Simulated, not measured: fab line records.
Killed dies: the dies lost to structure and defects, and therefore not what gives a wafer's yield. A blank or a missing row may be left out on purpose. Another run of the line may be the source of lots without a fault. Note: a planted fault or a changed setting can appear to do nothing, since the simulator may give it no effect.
What tool caused it? + flow gf180mcu + 72 wafers from 24 lots sampled at 6 of the route's 602 steps

== WHAT THE GAUGES READ, wafer by wafer ==
GF_PSD_RS_MEAS_14: measures by four-point-probe.
| lot  | measured     | on           | NSD_RS (ohm/sq)   |
|------|--------------|--------------|-------------------|
| L074 | day 14 07:42 | filmMetro-03 | 46.02 46.06 46.08 |
| L075 | day 14 12:10 | filmMetro-03 | 46.18 46.06 46.04 |
| L076 | day 14 19:52 | filmMetro-01 | 46.11 46.05 46.14 |
| L077 | day 15 04:46 | filmMetro-04 | 46.28 46.13 46.21 |
| L078 | day 15 11:58 | filmMetro-01 | 46.17 46.14 46.13 |
| L079 | day 15 21:40 | filmMetro-03 | 46.11 46.10 46.08 |
| L080 | day 16 05:18 | filmMetro-03 | 46.14 46.20 46.11 |
| L081 | day 16 16:56 | filmMetro-01 | 46.02 46.02 46.10 |
| L082 | day 17 01:49 | filmMetro-03 | 46.12 46.11 46.13 |
| L083 | day 17 10:06 | filmMetro-03 | 46.06 46.16 46.20 |
| L084 | day 17 20:39 | filmMetro-04 | 46.32 46.19 46.37 |
| L085 | day 18 00:34 | filmMetro-01 | 46.18 46.24 46.34 |
| L086 | day 18 14:42 | filmMetro-03 | 46.22 45.99 46.03 |
| L087 | day 18 15:06 | filmMetro-04 | 46.19 46.26 46.18 |
| L088 | day 19 20:39 | filmMetro-04 | 46.12 46.28 46.20 |
| L090 | day 20 07:52 | filmMetro-01 | 46.10 46.15 46.17 |
| L089 | day 20 09:23 | filmMetro-01 | 46.10 46.16 46.09 |
| L091 | day 20 10:20 | filmMetro-04 | 46.14 46.22 46.08 |
| L092 | day 20 13:35 | filmMetro-01 | 46.01 46.01 46.19 |
| L093 | day 20 17:19 | filmMetro-03 | 46.15 46.11 46.13 |
| L094 | day 21 16:28 | filmMetro-04 | 46.14 46.20 46.16 |
| L095 | day 21 22:52 | filmMetro-04 | 46.13 46.09 46.09 |
| L096 | day 22 10:41 | filmMetro-03 | 46.22 46.31 46.15 |
| L097 | day 22 18:55 | filmMetro-03 | 46.17 46.18 46.14 |

GF_M2_OVL_MEAS_15.
| lot  | measured     | on         | M2_OVL (nm) |
|------|--------------|------------|-------------|
| L074 | day 19 09:50 | overlay-01 | 7 -3 8      |
| L075 | day 19 12:49 | overlay-02 | -3 -2 -3    |
| L076 | day 19 23:28 | overlay-02 | 3 -6 6      |
| L077 | day 20 07:17 | overlay-01 | -1 -8 -1    |
| L078 | day 20 15:22 | overlay-01 | -3 3 0      |
| L079 | day 21 01:43 | overlay-01 | 2 -3 -1     |
| L080 | day 21 11:38 | overlay-02 | 1 -4 -1     |
| L081 | day 22 01:06 | overlay-01 | 5 1 -6      |
| L082 | day 22 08:20 | overlay-01 | 2 -5 2      |
| L083 | day 22 17:37 | overlay-02 | 7 -9 2      |
| L084 | day 23 02:34 | overlay-02 | 0 -9 -2     |
| L085 | day 23 06:41 | overlay-02 | 3 0 -5      |
| L086 | day 23 20:22 | overlay-02 | 1 -5 -3     |
| L087 | day 23 21:44 | overlay-02 | 5 -3 -3     |
| L088 | day 25 00:28 | overlay-01 | 10 7 7      |
| L090 | day 25 08:49 | overlay-02 | -2 -1 0     |
| L089 | day 25 10:14 | overlay-01 | -6 8 -3     |
| L091 | day 25 12:40 | overlay-01 | 4 7 4       |
| L092 | day 25 15:16 | overlay-02 | 3 1 0       |
| L093 | day 25 21:56 | overlay-01 | 4 -5 6      |
| L094 | day 26 14:31 | overlay-02 | 7 -2 -4     |
| L095 | day 26 21:25 | overlay-01 | -8 -2 -1    |
| L096 | day 27 05:43 | overlay-01 | -1 -6 8     |
| L097 | day 27 13:34 | overlay-02 | -5 -9 1     |

GF_V2_BOW_MEAS_05.
| lot  | measured     | on           | V2_BOW (um) |
|------|--------------|--------------|-------------|
| L074 | day 19 11:12 | filmMetro-02 | 91 97 93    |
| L075 | day 19 14:14 | filmMetro-01 | 112 105 107 |
| L076 | day 20 00:44 | filmMetro-04 | 90 84 102   |
| L077 | day 20 08:33 | filmMetro-01 | 91 102 96   |
| L078 | day 20 16:38 | filmMetro-01 | 109 93 94   |
| L079 | day 21 03:00 | filmMetro-04 | 92 95 89    |
| L080 | day 21 12:53 | filmMetro-01 | 104 86 93   |
| L081 | day 22 02:24 | filmMetro-04 | 97 94 93    |
| L082 | day 22 09:38 | filmMetro-04 | 96 101 87   |
| L083 | day 22 18:53 | filmMetro-04 | 118 110 109 |
| L084 | day 23 03:50 | filmMetro-04 | 113 107 111 |
| L085 | day 23 07:58 | filmMetro-01 | 97 100 93   |
| L086 | day 23 21:40 | filmMetro-02 | 105 110 110 |
| L087 | day 23 23:04 | filmMetro-02 | 94 96 99    |
| L088 | day 25 01:51 | filmMetro-04 | 103 90 103  |
| L090 | day 25 10:05 | filmMetro-02 | 99 100 87   |
| L089 | day 25 11:37 | filmMetro-04 | 109 112 112 |
| L091 | day 25 13:57 | filmMetro-02 | 85 86 93    |
| L092 | day 25 16:33 | filmMetro-01 | 109 115 98  |
| L093 | day 25 23:12 | filmMetro-02 | 92 88 96    |
| L094 | day 26 16:07 | filmMetro-02 | 112 109 112 |
| L095 | day 26 22:43 | filmMetro-01 | 108 99 108  |
| L096 | day 27 07:00 | filmMetro-01 | 100 107 101 |
| L097 | day 27 15:07 | filmMetro-01 | 101 89 105  |

GF_M4_RS_MEAS_05: measures by four-point-probe.
| lot  | measured     | on           | M4_ALCU_RS (ohm/sq)  |
|------|--------------|--------------|----------------------|
| L074 | day 22 16:34 | filmMetro-03 | 0.0715 0.0723 0.0714 |
| L075 | day 22 19:44 | filmMetro-03 | 0.0697 0.0706 0.0702 |
| L076 | day 23 05:29 | filmMetro-03 | 0.0701 0.0707 0.0706 |
| L077 | day 23 12:31 | filmMetro-04 | 0.0712 0.0716 0.0725 |
| L078 | day 23 20:20 | filmMetro-03 | 0.0712 0.0709 0.0707 |
| L079 | day 24 05:56 | filmMetro-03 | 0.0714 0.0711 0.0716 |
| L080 | day 24 16:02 | filmMetro-03 | 0.0717 0.0710 0.0715 |
| L081 | day 25 03:20 | filmMetro-02 | 0.0709 0.0719 0.0715 |
| L082 | day 25 09:20 | filmMetro-04 | 0.0715 0.0708 0.0720 |
| L083 | day 25 18:53 | filmMetro-02 | 0.0711 0.0719 0.0708 |
| L084 | day 26 03:56 | filmMetro-04 | 0.0713 0.0714 0.0721 |
| L085 | day 26 06:28 | filmMetro-02 | 0.0722 0.0720 0.0719 |
| L086 | day 26 21:44 | filmMetro-04 | 0.0714 0.0713 0.0718 |
| L087 | day 26 23:11 | filmMetro-03 | 0.0718 0.0709 0.0719 |
| L088 | day 27 21:50 | filmMetro-03 | 0.0710 0.0707 0.0706 |
| L090 | day 28 05:16 | filmMetro-03 | 0.0716 0.0725 0.0721 |
| L089 | day 28 06:32 | filmMetro-04 | 0.0706 0.0704 0.0706 |
| L091 | day 28 07:33 | filmMetro-02 | 0.0711 0.0711 0.0707 |
| L092 | day 28 10:08 | filmMetro-03 | 0.0706 0.0708 0.0708 |
| L093 | day 28 16:13 | filmMetro-03 | 0.0715 0.0714 0.0712 |
| L094 | day 29 07:50 | filmMetro-03 | 0.0717 0.0709 0.0718 |
| L095 | day 29 14:37 | filmMetro-02 | 0.0715 0.0718 0.0721 |
| L096 | day 29 21:39 | filmMetro-03 | 0.0711 0.0713 0.0712 |
| L097 | day 30 05:44 | filmMetro-02 | 0.0708 0.0707 0.0708 |

GF_V5_RS_MEAS_24: measures by four-point-probe.
| lot  | measured     | on           | V5_W_RS (ohm/sq)  |
|------|--------------|--------------|-------------------|
| L074 | day 27 11:29 | filmMetro-01 | 0.332 0.329 0.333 |
| L075 | day 27 14:14 | filmMetro-01 | 0.335 0.335 0.331 |
| L076 | day 27 21:42 | filmMetro-02 | 0.330 0.330 0.329 |
| L077 | day 28 02:59 | filmMetro-02 | 0.325 0.330 0.326 |
| L078 | day 28 12:44 | filmMetro-02 | 0.323 0.318 0.319 |
| L079 | day 28 20:05 | filmMetro-02 | 0.327 0.327 0.329 |
| L080 | day 29 04:18 | filmMetro-01 | 0.337 0.319 0.318 |
| L081 | day 29 14:16 | filmMetro-03 | 0.333 0.333 0.330 |
| L082 | day 29 18:49 | filmMetro-01 | 0.330 0.328 0.330 |
| L083 | day 30 02:33 | filmMetro-02 | 0.322 0.329 0.324 |
| L084 | day 30 11:34 | filmMetro-03 | 0.327 0.333 0.321 |
| L085 | day 30 14:05 | filmMetro-01 | 0.332 0.331 0.336 |
| L086 | day 31 03:30 | filmMetro-02 | 0.327 0.327 0.329 |
| L087 | day 31 04:34 | filmMetro-02 | 0.337 0.334 0.333 |
| L088 | day 32 00:31 | filmMetro-02 | 0.319 0.317 0.320 |
| L090 | day 32 05:55 | filmMetro-02 | 0.338 0.334 0.333 |
| L089 | day 32 08:42 | filmMetro-01 | 0.326 0.330 0.330 |
| L091 | day 32 09:04 | filmMetro-03 | 0.321 0.330 0.321 |
| L092 | day 32 10:13 | filmMetro-02 | 0.338 0.327 0.334 |
| L093 | day 32 15:13 | filmMetro-03 | 0.334 0.337 0.331 |
| L094 | day 33 05:46 | filmMetro-02 | 0.325 0.327 0.326 |
| L095 | day 33 10:51 | filmMetro-01 | 0.329 0.325 0.328 |
| L096 | day 33 17:13 | filmMetro-02 | 0.334 0.333 0.335 |
| L097 | day 34 00:27 | filmMetro-01 | 0.336 0.336 0.336 |

== EACH LOT AND THE TOOL THAT RAN IT (in order: tool; ch and the chambers of the sampled wafers; start) ==
| lot  | GF_V3_ETCH_16                     |
|------|-----------------------------------|
| L074 | rieDiel-03 ch 0,1,2, day 22 14:55 |
| L075 | rieDiel-04 ch 1,2,3, day 22 18:07 |
| L076 | rieDiel-04 ch 0,1, day 23 03:55   |
| L077 | rieDiel-01 ch 1,2,3, day 23 10:54 |
| L078 | rieDiel-03 ch 0,1, day 23 18:30   |
| L079 | rieDiel-03 ch 0,1, day 24 04:13   |
| L080 | rieDiel-04 ch 0,1,3, day 24 14:28 |
| L081 | rieDiel-04 ch 1,2,3, day 25 01:46 |
| L082 | rieDiel-03 ch 0,1, day 25 07:37   |
| L083 | rieDiel-04 ch 0,1,2, day 25 17:19 |
| L084 | rieDiel-01 ch 1,2,3, day 26 02:22 |
| L085 | rieDiel-04 ch 0,2, day 26 04:52   |
| L086 | rieDiel-03 ch 0,1,2, day 26 20:04 |
| L087 | rieDiel-04 ch 2,3, day 26 21:34   |
| L088 | rieDiel-03 ch 0,1,3, day 27 20:16 |
| L090 | rieDiel-01 ch 1,3, day 28 03:21   |
| L089 | rieDiel-03 ch 0,3, day 28 04:55   |
| L091 | rieDiel-04 ch 1,2,3, day 28 05:57 |
| L092 | rieDiel-04 ch 1,2,3, day 28 08:30 |
| L093 | rieDiel-03 ch 1,3, day 28 14:35   |
| L094 | rieDiel-01 ch 0,3, day 29 06:12   |
| L095 | rieDiel-04 ch 0,1,2, day 29 13:01 |
| L096 | rieDiel-01 ch 0,2,3, day 29 20:04 |
| L097 | rieDiel-04 ch 1,2, day 30 04:09   |
- GF_V3_ETCH_16: etches BARC in N2/H2.

== WHAT THE TOOLS THEMSELVES READ (means of the sampled wafers that have a number; where no wafer has one, the mark that the record gives instead) ==
GF_V3_ETCH_16.
| lot  | tool       | drypumpMotorCurrentA (A) | h2FlowSccm (sccm) | oesProductAu (a.u.) | throttleValvePct (%) |
|------|------------|--------------------------|-------------------|---------------------|----------------------|
| L074 | rieDiel-03 | 6.0                      | 200.1             | 0.858               | 13.223               |
| L075 | rieDiel-04 | 6.2                      | 200.2             | 0.853               | 13.225               |
| L076 | rieDiel-04 | 5.7                      | 199.7             | 0.856               | 13.219               |
| L077 | rieDiel-01 | 6.2                      | 200.6             | 0.857               | 13.222               |
| L078 | rieDiel-03 | 5.8                      | 200.3             | 0.856               | 13.232               |
| L079 | rieDiel-03 | 5.8                      | 199.9             | 0.852               | 13.222               |
| L080 | rieDiel-04 | 5.8                      | 200.2             | 0.856               | 13.230               |
| L081 | rieDiel-04 | 6.2                      | 200.2             | 0.855               | 13.221               |
| L082 | rieDiel-03 | 5.8                      | 200.1             | 0.855               | 13.216               |
| L083 | rieDiel-04 | 5.7                      | 200.2             | 0.850               | 13.229               |
| L084 | rieDiel-01 | 6.1                      | 199.9             | 0.856               | 13.225               |
| L085 | rieDiel-04 | 5.8                      | 200.0             | 0.857               | 13.230               |
| L086 | rieDiel-03 | 6.0                      | 200.5             | 0.854               | 13.223               |
| L087 | rieDiel-04 | 6.3                      | 200.0             | 0.856               | 13.227               |
| L088 | rieDiel-03 | 5.5                      | 200.3             | 0.852               | 13.224               |
| L090 | rieDiel-01 | 6.2                      | 199.7             | 0.857               | 13.224               |
| L089 | rieDiel-03 | 5.3                      | 200.7             | 0.860               | 13.222               |
| L091 | rieDiel-04 | 6.2                      | 200.3             | 0.853               | 13.216               |
| L092 | rieDiel-04 | 6.1                      | 199.8             | 0.857               | 13.218               |
| L093 | rieDiel-03 | 5.3                      | 200.3             | 0.854               | 13.226               |
| L094 | rieDiel-01 | 5.6                      | 199.8             | 0.856               | 13.222               |
| L095 | rieDiel-04 | 5.7                      | 200.4             | 0.855               | 13.233               |
| L096 | rieDiel-01 | 6.0                      | 199.6             | 0.856               | 13.227               |
| L097 | rieDiel-04 | 6.1                      | 199.9             | 0.856               | 13.219               |

== THE ANSWER, worked out from the rows above alone ==
Rule: the lots themselves supply what counts as usual. Put in order of their means at a reading, lots are off if they are a third of the lots or fewer, leave a main group of 4 or more, and stand apart from it by a gap of 3 or more times the standard deviation of the main group's means; of several such gaps the widest counts. The tables above print the reading to a certain number of digits; a main group whose means all agree to those digits is not used. A lot without any number at a reading at which 4 lots or more have one is off too. Any other lot the step has rows for is counted as sound. Order of review: gauges by route order, followed by the tools' own readings, for which a lot's mean as printed above is used. The first step at which some lot is off is used, and at that step the reading that is off furthest; a lot without a number counts as furthest.
No lot is off at any reading shown: from this, nothing can be told.

== WHAT THE SIMULATOR HAD INSERTED ==
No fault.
